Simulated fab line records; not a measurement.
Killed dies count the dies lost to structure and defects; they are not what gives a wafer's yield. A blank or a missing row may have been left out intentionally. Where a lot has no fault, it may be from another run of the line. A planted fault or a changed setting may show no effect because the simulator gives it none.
fab line records	flow sfq_line
[record] lots = 6	wafers = 18	last_day = 90
route steps=325 shown L0V@17 M0@28 I0@43 M1@58 M8@325
lots untouched by any fault: they come from a run of this same line in which no faults occurred
start_h: hours from the record's first day to the start of the lot's first wafer shown	wait_h: hours from the lot's prior step to this one	" identical to the entry in the row above	L1.1+2: several wafers, shown together as one row	- no value, or no start was given	* or withheld: withheld	< > ~ a bound
route shown NAME@n: names a module that has steps shown in the file, with the first one's number in the route	usual: the fault-free wafers' mean and standard deviation	same: alike in all rows	chamber/n: place in a boat	sites: readings site by site	_std_site: standard deviation across them	_edge_site: mean of outer sites minus mean of inner sites	radius_mm: how far each site lies from the wafer's centre	mask NAME#n: copy n	behind: the last tool/chamber to shape the wafer	hold: why the lot went on hold/how many hours it stayed there/how the hold came to an end	device: transistor that didn't switch, given as n, p or np	end of line: tests of these same wafers at the route's end	where a step has no rows: the recipe by itself	killed: dies lost to structure and defects at the first sort, not the wafer's yield	map: a wafer's dies, x killed, . not, _ none there
set.NAME: setting as actually run; set.NAME@STEP: the setting as run at that earlier step	model.NAME: the simulator's own value behind a step, which no gauge read
lots seen at some steps along the route; tables by step, rows by wafer
services: from which hour (start_h, from the record's first day; less than 0 if before it) a tool's chamber was out of use, for how many hours, and why
[[steps]]
[step SFQ_TRILAYER_L0_VIA_LITHO_COAT_018]
[recipe] resist = BARC	spin_rpm = 3000	resist_thk_nm = 62
[step SFQ_TRILAYER_L0_VIA_LITHO_COAT_013]
[recipe] resist = KrF	spin_rpm = 3000	resist_thk_nm = 650
[step SFQ_TRILAYER_L0_VIA_LITHO_SOFTBAKE_017]
[recipe] temp_c = withheld	time_s = withheld	resist = KrF
[step SFQ_TRILAYER_L0_VIA_LITHO_EXPOSE_014]
[recipe] mask_id = L0V	na = 0.6	source_shape = conventional	sigma_outer = 0.65	target_cd_nm = 700	dose_mj = 21.3
[step SFQ_TRILAYER_L0_VIA_LITHO_PEB_016]
[recipe] peb_temp_c = 115	peb_time_s = 60	resist = KrF
[step SFQ_TRILAYER_L0_VIA_LITHO_DEVELOP_015]
[recipe] time_s = 60	resist = KrF
[step SFQ_L0V_OVL_MEAS_903]
[usual] L0V_OVL = 0/5.8
lot.wafer	tool	chamber	start_h	wait_h	L0V_OVL[nm]
L745.1	overlay-02	-	153.06	0.1	12
L745.4	"	-	"	"	9
L745.5	"	-	"	"	10
L747.1	overlay-01	-	164.97	0.1	-4
L747.2	"	-	"	"	-10
L747.3	"	-	"	"	-3
L754.1	overlay-01	-	211.46	0.1	-4
L754.2	"	-	"	"	-3
L754.6	"	-	"	"	-1
L755.1	overlay-01	-	213.86	0.1	-6
L755.5	"	-	"	"	-7
L755.6	"	-	"	"	-7
L756.3	overlay-01	-	221.07	0.1	7
L756.5	"	-	"	"	4
L756.6	"	-	"	"	8
L759.1	overlay-02	-	243.86	0.1	6
L759.2	"	-	"	"	3
L759.6	"	-	"	"	8
[step SFQ_TRILAYER_L0_VIA_BARC_OPEN_VIA_ETCH_021]
[recipe] mask_material = PR	chemistry = O2	target_depth_nm = 125	target = BARC	source_w = 500	bias_w = 80	pressure_mtorr = 30	time_s = 41.7
[step SFQ_TRILAYER_L0_VIA_ETCH_VIA_ETCH_016]
[recipe] target = SiO2	stop_on = MoNx_KI	mask_material = PR	chemistry = CHF3	target_depth_nm = 80	source_w = 500	bias_w = 80	pressure_mtorr = 30	time_s = withheld
[step SFQ_TRILAYER_L0_VIA_STRIP_STRIP_017]
[recipe] gas = O2	power_w = 200	platen_temp_c = 40	overash_fraction = 0.65	chemistry = O2	pressure_mtorr = 50
[usual] drypump_motor_current_A = 6.0/0.31	oes_product_au = 0.998/0.0084	platen_temp_c = 40.01/0.1
lot.wafer	tool	chamber	start_h	wait_h	drypump_motor_current_A	oes_product_au	platen_temp_c	rf_hours_counter_h
L745.1	rie_metal-01	1	153.18	-	5.9	0.993	39.93	92
L745.4	"	1	"	"	5.9	0.989	39.88	-
L745.5	"	0	"	"	5.8	0.996	39.94	-
L747.1	rie_metal-04	0	165.09	-	5.7	0.985	40.24	129
L747.2	"	1	"	"	6.2	0.986	39.85	69
L747.3	"	0	"	"	5.7	0.993	40.13	-
L754.1	rie_metal-04	0	211.58	-	5.6	0.992	40.06	138
L754.2	"	1	"	"	6.3	1.007	40.00	78
L754.6	"	0	"	"	5.7	0.996	39.89	-
L755.1	rie_metal-01	0	213.98	-	5.7	0.997	40.03	12
L755.5	"	0	"	"	5.8	0.996	40.06	-
L755.6	"	1	"	"	5.9	0.996	39.81	-
L756.3	rie_metal-01	0	221.38	-	5.7	1.011	40.04	-
L756.5	"	1	"	"	5.9	0.997	39.97	-
L756.6	"	0	"	"	5.8	1.005	40.21	-
L759.1	rie_metal-04	0	243.98	-	5.7	0.994	40.10	143
L759.2	"	1	"	"	6.3	0.990	39.85	83
L759.6	"	1	"	"	6.2	1.005	39.87	-
[step SFQ_TRILAYER_L0_VIA_STRIP_SOLV_CLEAN_018]
[recipe] chemistry = NMP	temp_c = 70	time_s = 600
[step SFQ_TRILAYER_M0_DEP_PRE_CLEAN_020]
[recipe] gas = Ar	time_s = 15	bias_v = 250
[step SFQ_TRILAYER_M0_DEP_SPUTTER_019]
[recipe] material = Nb	base_pressure_pa = 1.33e-06	chamber_pressure_pa = 0.1333	substrate_temp_c = 20	resputter_cathode_voltage_v = 400	target_thk_nm = 200	power_w = 2000	time_s = 133.3
[usual] cathode_dc_power_W = 2000.0/0.39	chamber_pressure_pa = 0.1333/0.00024	throttle_valve_pct = 29.9/0.9
lot.wafer	tool	chamber	start_h	wait_h	cathode_dc_power_W	chamber_pressure_pa	throttle_valve_pct	model.Nb_of_TRILAYER_M0_DEP_SPUTTER_019.thk_nm
L745.1	pvd_sputter-04	-	154.36	0.0	2000.4	0.1335	29.2	199.1
L745.4	"	-	"	"	2000.3	0.13327	28.8	196.8
L745.5	"	-	"	"	2000.1	0.13358	31.5	198.3
L747.1	pvd_sputter-06	-	165.91	0.0	2000.1	0.13319	30.8	202.5
L747.2	"	-	"	"	2000.3	0.13355	29.8	201.7
L747.3	"	-	"	"	2000.3	0.13361	28.4	198.6
L754.1	pvd_sputter-06	-	212.40	0.0	2086.9	0.13355	28.4	206.4
L754.2	"	-	"	"	2086.7	0.13272	29.9	207.7
L754.6	"	-	"	"	2086.8	0.13334	30.7	208.6
L755.1	pvd_sputter-05	-	214.80	0.0	2000.3	0.13355	30.9	199.7
L755.5	"	-	"	"	2000.0	0.13305	29.2	199.3
L755.6	"	-	"	"	2000.0	0.1328	30.2	201
L756.3	pvd_sputter-06	-	221.98	0.0	2086.8	0.13318	29.2	208
L756.5	"	-	"	"	2086.4	0.13352	28.3	204.5
L756.6	"	-	"	"	2087.5	0.13333	29.8	206.5
L759.1	pvd_sputter-05	-	244.79	0.0	1999.8	0.13341	29.5	200.9
L759.2	"	-	"	"	1999.7	0.13312	31.1	203.3
L759.6	"	-	"	"	2000.3	0.13328	29.6	201.1
[step SFQ_M0_RS_MEAS_904]
[recipe] thk_meas_gauge = four-point-probe	reads = Nb_of_TRILAYER_M0_DEP_SPUTTER_019
[usual] M0_NB_RS = 0.891/0.008
lot.wafer	tool	chamber	start_h	wait_h	M0_NB_RS[ohm/sq]
L745.1	film_metro-03	-	154.45	0.0	0.891
L745.4	"	-	"	"	0.904
L745.5	"	-	"	"	0.897
L747.1	film_metro-03	-	166.00	0.0	0.877
L747.2	"	-	"	"	0.880
L747.3	"	-	"	"	0.895
L754.1	film_metro-01	-	212.49	0.0	0.862
L754.2	"	-	"	"	0.856
L754.6	"	-	"	"	0.852
L755.1	film_metro-02	-	214.89	0.0	0.891
L755.5	"	-	"	"	0.893
L755.6	"	-	"	"	0.886
L756.3	film_metro-02	-	222.11	0.1	0.857
L756.5	"	-	"	"	0.873
L756.6	"	-	"	"	0.862
L759.1	film_metro-02	-	244.88	0.0	0.884
L759.2	"	-	"	"	0.877
L759.6	"	-	"	"	0.885
[step SFQ_TRILAYER_M0_LITHO_COAT_026]
[recipe] resist = BARC	spin_rpm = 3000	resist_thk_nm = 62
[step SFQ_TRILAYER_M0_LITHO_COAT_021]
[recipe] resist = KrF	spin_rpm = 3000	resist_thk_nm = 600
[step SFQ_TRILAYER_M0_LITHO_SOFTBAKE_025]
[recipe] temp_c = withheld	time_s = withheld	resist = KrF
[step SFQ_TRILAYER_M0_LITHO_EXPOSE_022]
[recipe] mask_id = M0	na = 0.6	source_shape = conventional	sigma_outer = 0.65	target_cd_nm = 500	dose_mj = 14.4
[step SFQ_TRILAYER_M0_LITHO_PEB_024]
[recipe] peb_temp_c = 115	peb_time_s = 60	resist = KrF
[step SFQ_TRILAYER_M0_LITHO_DEVELOP_023]
[recipe] time_s = 60	resist = KrF
[step SFQ_M0_OVL_MEAS_906]
[usual] M0_OVL = 2/6
lot.wafer	tool	chamber	start_h	wait_h	M0_OVL[nm]
L745.1	overlay-01	-	237.86	0.1	1
L745.4	"	-	"	"	-10
L745.5	"	-	"	"	-6
L747.1	overlay-01	-	249.86	0.1	4
L747.2	"	-	"	"	2
L747.3	"	-	"	"	7
L754.1	overlay-02	-	308.30	0.1	-2
L754.2	"	-	"	"	2
L754.6	"	-	"	"	2
L755.1	overlay-01	-	310.70	0.1	8
L755.5	"	-	"	"	7
L755.6	"	-	"	"	5
L756.3	overlay-02	-	323.91	0.1	0
L756.5	"	-	"	"	1
L756.6	"	-	"	"	0
L759.1	overlay-02	-	355.54	0.1	3
L759.2	"	-	"	"	8
L759.6	"	-	"	"	6
[step SFQ_TRILAYER_M0_BARC_OPEN_METAL_ETCH_031]
[recipe] mask_material = PR	chemistry = O2	target_depth_nm = 125	target = BARC	icp_w = 600	bias_w = 80	pressure_mtorr = 10	time_s = 41.7
[step SFQ_TRILAYER_M0_ETCH_METAL_ETCH_024]
[recipe] target = Nb	stop_on = SiO2	mask_material = PR	chemistry = Cl2/Ar	target_depth_nm = 240	icp_w = 600	bias_w = 80	pressure_mtorr = 10	time_s = 120
[usual] drypump_motor_current_A = 6.2/0.45	oes_product_au = 0.893/0.0063
lot.wafer	tool	chamber	start_h	wait_h	drypump_motor_current_A	oes_product_au	rf_hours_counter_h	model.etch.depth_nm	model.M0.feature_depth_nm
L745.1	rie_metal-03	0	237.96	0.0	5.4	0.896	69	199.1	199.1
L745.4	"	0	"	"	5.4	0.888	-	196.8	196.8
L745.5	"	1	"	"	6.3	0.892	-	198.3	198.3
L747.1	rie_metal-03	0	250.02	0.1	5.4	0.900	72	202.5	202.5
L747.2	"	0	"	"	5.4	0.896	-	201.7	201.7
L747.3	"	0	"	"	5.4	0.892	-	198.6	198.6
L754.1	rie_metal-03	1	308.45	0.1	6.3	0.902	32	206.4	206.4
L754.2	"	1	"	"	6.3	0.918	-	207.7	207.7
L754.6	"	1	"	"	6.3	0.923	-	208.6	208.6
L755.1	rie_metal-02	1	310.79	0.0	6.8	0.896	28	199.7	199.7
L755.5	"	1	"	"	6.8	0.896	-	199.3	199.3
L755.6	"	0	"	"	6.4	0.889	-	201	201
L756.3	rie_metal-02	0	324.03	0.1	6.4	0.911	-	208	208
L756.5	"	0	"	"	6.4	0.913	-	204.5	204.5
L756.6	"	1	"	"	6.8	0.911	-	206.5	206.5
L759.1	rie_metal-04	0	355.64	0.0	5.7	0.901	158	200.9	200.9
L759.2	"	1	"	"	6.2	0.897	99	203.3	203.3
L759.6	"	1	"	"	6.2	0.891	-	201.1	201.1
[step SFQ_TRILAYER_M0_STRIP_STRIP_025]
[recipe] gas = O2	power_w = 200	platen_temp_c = 40	overash_fraction = 0.65	chemistry = O2	pressure_mtorr = 50
[usual] drypump_motor_current_A = 6.2/0.44	oes_product_au = 1.000/0.0085	platen_temp_c = 40.01/0.099
lot.wafer	tool	chamber	start_h	wait_h	drypump_motor_current_A	oes_product_au	platen_temp_c	rf_hours_counter_h
L745.1	rie_metal-03	0	238.08	0.1	5.4	1.000	40.07	69
L745.4	"	0	"	"	5.4	1.005	39.98	-
L745.5	"	1	"	"	6.3	1.014	40.03	-
L747.1	rie_metal-03	0	250.27	0.2	5.5	1.005	39.91	72
L747.2	"	0	"	"	5.5	1.001	40.06	-
L747.3	"	0	"	"	5.5	0.999	39.93	-
L754.1	rie_metal-03	1	308.70	0.2	6.3	1.002	39.99	33
L754.2	"	1	"	"	6.3	0.997	39.97	-
L754.6	"	1	"	"	6.3	0.990	39.86	-
L755.1	rie_metal-02	1	310.92	0.1	6.8	0.992	40.00	28
L755.5	"	1	"	"	6.8	0.999	40.08	-
L755.6	"	0	"	"	6.4	0.987	40.14	-
L756.3	rie_metal-02	0	324.32	0.2	6.4	1.006	40.02	-
L756.5	"	0	"	"	6.4	0.996	39.91	-
L756.6	"	1	"	"	6.8	1.004	39.98	-
L759.1	rie_metal-04	0	355.76	0.1	5.7	0.993	39.92	158
L759.2	"	1	"	"	6.3	1.009	39.83	99
L759.6	"	1	"	"	6.3	1.004	39.92	-
[step SFQ_TRILAYER_M0_STRIP_SOLV_CLEAN_026]
[recipe] chemistry = NMP	temp_c = 70	time_s = 600
[step SFQ_TRILAYER_I0_DEP_PECVD_027]
[recipe] material = SiO2	temp_c = 150	time_s = 111.11	pressure_torr = 2.4	rf_w = 183.3	precursor = SiH4/N2O	target_thk_nm = 500
[step SFQ_TRILAYER_I0_CMP_CMP_028]
[recipe] material = SiO2	down_force_psi = 3	platen_rpm = 60	pad_velocity_m_s = 0.94248
[step SFQ_I0_BOW_MEAS_907]
[recipe] mode = bow
[usual] I0_BOW = 1/7.2
lot.wafer	tool	chamber	start_h	wait_h	I0_BOW[um]
L745.1	film_metro-02	-	241.94	2.5	-7
L745.4	"	-	"	"	8
L745.5	"	-	"	"	8
L747.1	film_metro-03	-	257.76	1.0	6
L747.2	"	-	"	"	7
L747.3	"	-	"	"	15
L754.1	film_metro-04	-	313.16	2.5	-10
L754.2	"	-	"	"	12
L754.6	"	-	"	"	-3
L755.1	film_metro-02	-	314.77	1.5	-1
L755.5	"	-	"	"	5
L755.6	"	-	"	"	12
L756.3	film_metro-03	-	328.01	2.0	0
L756.5	"	-	"	"	0
L756.6	"	-	"	"	-11
L759.1	film_metro-04	-	359.63	1.0	6
L759.2	"	-	"	"	-9
L759.6	"	-	"	"	-1
[step SFQ_TRILAYER_I0_METRO_MEASURE_029]
[step SFQ_TRILAYER_I0_VIA_LITHO_COAT_036]
[recipe] resist = BARC	spin_rpm = 3000	resist_thk_nm = 62
[step SFQ_TRILAYER_I0_VIA_LITHO_COAT_031]
[recipe] resist = KrF	spin_rpm = 3000	resist_thk_nm = 650
[step SFQ_TRILAYER_I0_VIA_LITHO_SOFTBAKE_035]
[recipe] temp_c = withheld	time_s = withheld	resist = KrF
[step SFQ_TRILAYER_I0_VIA_LITHO_EXPOSE_032]
[recipe] mask_id = I0	na = 0.6	source_shape = conventional	sigma_outer = 0.65	target_cd_nm = 500	dose_mj = 21.3
[step SFQ_TRILAYER_I0_VIA_LITHO_PEB_034]
[recipe] peb_temp_c = 115	peb_time_s = 60	resist = KrF
[step SFQ_TRILAYER_I0_VIA_LITHO_DEVELOP_033]
[recipe] time_s = 60	resist = KrF
[step SFQ_I0_OVL_MEAS_908]
[usual] I0_OVL = 3/5
lot.wafer	tool	chamber	start_h	wait_h	I0_OVL[nm]
L745.1	overlay-02	-	354.34	0.1	9
L745.4	"	-	"	"	1
L745.5	"	-	"	"	7
L747.1	overlay-01	-	364.07	0.1	7
L747.2	"	-	"	"	2
L747.3	"	-	"	"	5
L754.1	overlay-01	-	457.49	0.1	-5
L754.2	"	-	"	"	-3
L754.6	"	-	"	"	-4
L755.1	overlay-01	-	460.42	0.1	-3
L755.5	"	-	"	"	3
L755.6	"	-	"	"	3
L756.3	overlay-02	-	472.43	0.1	5
L756.5	"	-	"	"	2
L756.6	"	-	"	"	6
L759.1	overlay-02	-	514.42	0.1	2
L759.2	"	-	"	"	-1
L759.6	"	-	"	"	2
[step SFQ_TRILAYER_I0_VIA_BARC_OPEN_VIA_ETCH_046]
[recipe] mask_material = PR	chemistry = O2	target_depth_nm = 125	target = BARC	source_w = 500	bias_w = 80	pressure_mtorr = 30	time_s = 41.7
[usual] drypump_motor_current_A = 5.9/0.51	oes_product_au = 0.685/0.0046
lot.wafer	tool	chamber	start_h	wait_h	drypump_motor_current_A	oes_product_au	rf_hours_counter_h
L745.1	rie_diel-01	2	354.38	0.0	5.1	0.688	3
L745.4	"	1	"	"	6.2	0.677	90
L745.5	"	3	"	"	6.6	0.689	-
L747.1	rie_diel-01	0	364.10	0.0	5.8	0.679	6
L747.2	"	1	"	"	6.2	0.689	90
L747.3	"	3	"	"	6.6	0.686	12
L754.1	rie_diel-02	0	457.53	0.0	6.3	0.687	99
L754.2	"	2	"	"	5.6	0.678	45
L754.6	"	1	"	"	5.8	0.680	-
L755.1	rie_diel-01	1	460.46	0.0	6.2	0.686	91
L755.5	"	3	"	"	6.6	0.681	-
L755.6	"	2	"	"	5.1	0.677	-
L756.3	rie_diel-02	3	472.46	0.0	6.1	0.691	101
L756.5	"	3	"	"	6.1	0.685	-
L756.6	"	0	"	"	6.2	0.692	-
L759.1	rie_diel-01	2	514.45	0.0	5.1	0.681	5
L759.2	"	3	"	"	6.6	0.694	15
L759.6	"	1	"	"	6.2	0.694	-
[step SFQ_TRILAYER_I0_VIA_ETCH_VIA_ETCH_034]
[recipe] target = SiO2	stop_on = Nb	mask_material = PR	taper_deg = 20	chemistry = CHF3	target_depth_nm = 260	source_w = 500	bias_w = 80	pressure_mtorr = 30	time_s = withheld
[usual] drypump_motor_current_A = 5.9/0.51	oes_product_au = 0.855/0.0045
lot.wafer	tool	chamber	start_h	wait_h	drypump_motor_current_A	oes_product_au
L745.1	rie_diel-01	2	354.42	0.0	5.1	0.856
L745.4	"	1	"	"	6.2	0.856
L745.5	"	3	"	"	6.6	0.852
L747.1	rie_diel-01	0	364.14	0.0	5.8	0.846
L747.2	"	1	"	"	6.2	0.851
L747.3	"	3	"	"	6.6	0.852
L754.1	rie_diel-02	0	457.57	0.0	6.2	0.849
L754.2	"	2	"	"	5.6	0.849
L754.6	"	1	"	"	5.8	0.847
L755.1	rie_diel-01	1	460.50	0.0	6.2	0.848
L755.5	"	3	"	"	6.6	0.856
L755.6	"	2	"	"	5.1	0.855
L756.3	rie_diel-02	3	472.50	0.0	6.1	0.856
L756.5	"	3	"	"	6.2	0.863
L756.6	"	0	"	"	6.2	0.850
L759.1	rie_diel-01	2	514.49	0.0	5.1	0.848
L759.2	"	3	"	"	6.6	0.855
L759.6	"	1	"	"	6.2	0.855
[step SFQ_TRILAYER_I0_VIA_STRIP_STRIP_035]
[recipe] gas = O2	power_w = 200	platen_temp_c = 40	overash_fraction = 0.65	chemistry = O2	pressure_mtorr = 50
[usual] drypump_motor_current_A = 6.2/0.44	oes_product_au = 1.000/0.0076	platen_temp_c = 40.01/0.12
lot.wafer	tool	chamber	start_h	wait_h	drypump_motor_current_A	oes_product_au	platen_temp_c	rf_hours_counter_h
L745.1	rie_metal-02	0	354.53	-	6.4	0.990	39.91	145
L745.4	"	0	"	"	6.4	0.998	39.78	-
L745.5	"	1	"	"	6.8	1.006	39.87	-
L747.1	rie_metal-02	0	364.26	-	6.4	1.012	39.95	146
L747.2	"	1	"	"	6.8	1.010	39.85	35
L747.3	"	0	"	"	6.4	0.996	40.01	-
L754.1	rie_metal-01	1	457.68	-	5.9	0.995	39.96	132
L754.2	"	0	"	"	5.7	0.988	40.23	42
L754.6	"	0	"	"	5.8	0.994	40.20	-
L755.1	rie_metal-01	0	460.61	-	5.8	0.996	39.90	43
L755.5	"	1	"	"	5.9	0.995	39.92	-
L755.6	"	0	"	"	5.7	0.993	39.97	-
L756.3	rie_metal-01	0	472.81	-	5.7	0.984	39.81	-
L756.5	"	0	"	"	5.7	0.995	39.97	-
L756.6	"	1	"	"	5.9	0.995	40.01	-
L759.1	rie_metal-01	1	514.61	-	5.9	1.000	40.08	140
L759.2	"	0	"	"	5.7	0.994	39.99	51
L759.6	"	0	"	"	5.8	1.001	39.97	-
[step SFQ_TRILAYER_I0_VIA_STRIP_SOLV_CLEAN_036]
[recipe] chemistry = NMP	temp_c = 70	time_s = 600
[step SFQ_TRILAYER_M1_DEP_PRE_CLEAN_038]
[recipe] gas = Ar	time_s = 22.5	bias_v = 250
[step SFQ_M8_BOW_MEAS_951]
[recipe] mode = bow
[usual] M8_BOW = 8/12
lot.wafer	tool	chamber	start_h	wait_h	M8_BOW[um]	model.etest.m0.ohm_um	model.etest.m0.ohm_sq	model.etest.i0.link_ohm
L745.1	film_metro-02	-	2091.83	0.0	8	1.792	0.8934	1.96
L745.4	"	-	"	"	22	1.806	0.9042	1.967
L745.5	"	-	"	"	23	1.797	0.8973	1.964
L747.1	film_metro-04	-	2120.87	0.0	15	1.763	0.8785	1.939
L747.2	"	-	"	"	18	1.763	0.8822	1.947
L747.3	"	-	"	"	24	1.788	0.8956	1.962
L754.1	film_metro-03	-	2146.19	0.0	20	1.719	0.862	1.937
L754.2	"	-	"	"	42	1.711	0.8564	1.919
L754.6	"	-	"	"	25	1.698	0.8529	1.911
L755.1	film_metro-03	-	2150.99	0.0	-2	1.772	0.8907	1.962
L755.5	"	-	"	"	4	1.776	0.8929	1.967
L755.6	"	-	"	"	12	1.765	0.8853	1.952
L756.3	film_metro-03	-	2154.65	0.0	-3	1.703	0.8553	1.933
L756.5	"	-	"	"	-3	1.737	0.8699	1.964
L756.6	"	-	"	"	-16	1.724	0.8616	1.953
L759.1	film_metro-02	-	2170.19	0.0	11	1.772	0.8855	1.951
L759.2	"	-	"	"	-4	1.754	0.875	1.941
L759.6	"	-	"	"	5	1.774	0.8845	1.952
[[services]]
tool	chamber	start_h	hours	kind
rie_diel-01	-	136.23	4.2	repair
rie_diel-02	1	141.00	9.1	repair
pvd_sputter-06	-	154.71	1.1	repair
rie_metal-03	-	162.70	1.4	pm
rie_metal-04	-	165.69	2.8	pm
rie_diel-01	-	189.11	0.2	repair
rie_metal-03	1	247.40	6.9	repair
pvd_sputter-06	-	265.71	9.9	repair
rie_metal-03	0	303.00	11.5	repair
rie_metal-01	1	308.43	3.1	repair
rie_diel-02	-	318.45	2.8	pm
rie_diel-01	1	343.07	6.9	repair
rie_diel-02	2	362.16	11.5	repair
rie_metal-04	-	388.99	1.4	pm
rie_diel-02	3	398.24	16.2	repair
pvd_sputter-06	-	398.62	2.3	repair
rie_diel-02	2	407.33	9.0	repair
rie_diel-02	3	425.43	3.4	repair
rie_diel-02	-	427.02	28.1	pm
rie_diel-01	1	429.14	2.3	repair
rie_diel-01	1	495.14	6.4	repair
rie_diel-02	1	495.68	6.3	repair
rie_metal-01	-	501.83	1.4	pm
rie_metal-04	1	504.60	2.9	repair
[[key]]
[first_sign] step = SFQ_TRILAYER_M0_DEP_SPUTTER_019	reading = cathode_dc_power_W	direction = up	sigmas = 99+	usual = 2000.0	struck = 2086.9
[effect] step = SFQ_M0_RS_MEAS_904	reading = M0_NB_RS	direction = down	sigmas = 3.8	usual = 0.891	struck = 0.860
[effect] step = SFQ_TRILAYER_M0_ETCH_METAL_ETCH_024	reading = oes_product_au	direction = up	sigmas = 3.1	usual = 0.893	struck = 0.913
[model_effect] step = SFQ_TRILAYER_M0_DEP_SPUTTER_019	value = Nb_of_TRILAYER_M0_DEP_SPUTTER_019.thk_nm	without = 198.3	struck = 207
[model_effect] step = SFQ_TRILAYER_M0_ETCH_METAL_ETCH_024	value = etch.depth_nm	without = 198.3	struck = 207
[model_effect] step = SFQ_M8_BOW_MEAS_951	value = etest.m0.ohm_um	without = 1.791	struck = 1.715
met_at SFQ_TRILAYER_M0_DEP_SPUTTER_019
struck_wafers L754.1,L754.2,L754.6,L756.3,L756.5,L756.6
onset_between 165.91 212.40
[fault] kind = process_parameter_drift	tool = pvd_sputter-06	chamber = -	onset_h = 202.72	steps = SFQ_TRILAYER_M0_DEP_SPUTTER_019	channel = power_w	offset = 87.002	shape = step	end_h = 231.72	acts_in = these_recipes_only	stated = 2000
